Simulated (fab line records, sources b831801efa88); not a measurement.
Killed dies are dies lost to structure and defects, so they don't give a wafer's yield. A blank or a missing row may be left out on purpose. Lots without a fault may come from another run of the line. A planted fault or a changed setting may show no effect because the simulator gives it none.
Chamber matching | flow sky130 | SKY_CONTACT_CVD_00 on pecvd-01: 3 sister chambers
The step deposits Si3N4, target thk 75 nm. 3 wafers are shown with their chamber, then 7 later ones without.

WAFERS WITH THEIR CHAMBER
wafer  | chamber | heater_power_outer_w (W)
L849.4 | 1       | 429
L851.1 | 2       | 524
L851.2 | 0       | 429

WAFERS WITHOUT THEIR CHAMBER
wafer  | heater_power_outer_w (W)
L851.3 | 513
L856.1 | 425
L856.3 | 429
L856.6 | 427
L861.2 | 436
L861.4 | 434
L861.5 | 426

WHICH CHAMBER EACH WENT THROUGH
wafer  | from the rows above     | in truth
L851.3 | 2                       | 2
L856.1 | can't be placed: 0 or 1 | 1
L856.3 | can't be placed: 0 or 1 | 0
L856.6 | can't be placed: 0 or 1 | 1
L861.2 | can't be placed: 0 or 1 | 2
L861.4 | can't be placed: 0 or 1 | 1
L861.5 | can't be placed: 0 or 1 | 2
Placed correctly: 1 of 7. Can't be placed from these rows: 6 (the true chamber is among the candidates in 4). Placed wrongly: 0.
How it was worked out, from the rows above alone: a wafer's distance from a chamber is the root of the sum, over the readings, of the square of ((its reading less the chamber's mean) divided by the reading's scatter). The wafer belongs to the nearest chamber; if the next one is less than 2 further off, it can't be placed. A chamber's mean is the mean of its shown wafers. The scatter: with one shown wafer a chamber, the root of the mean of the squares of how far each hidden wafer lies from its nearest shown one.
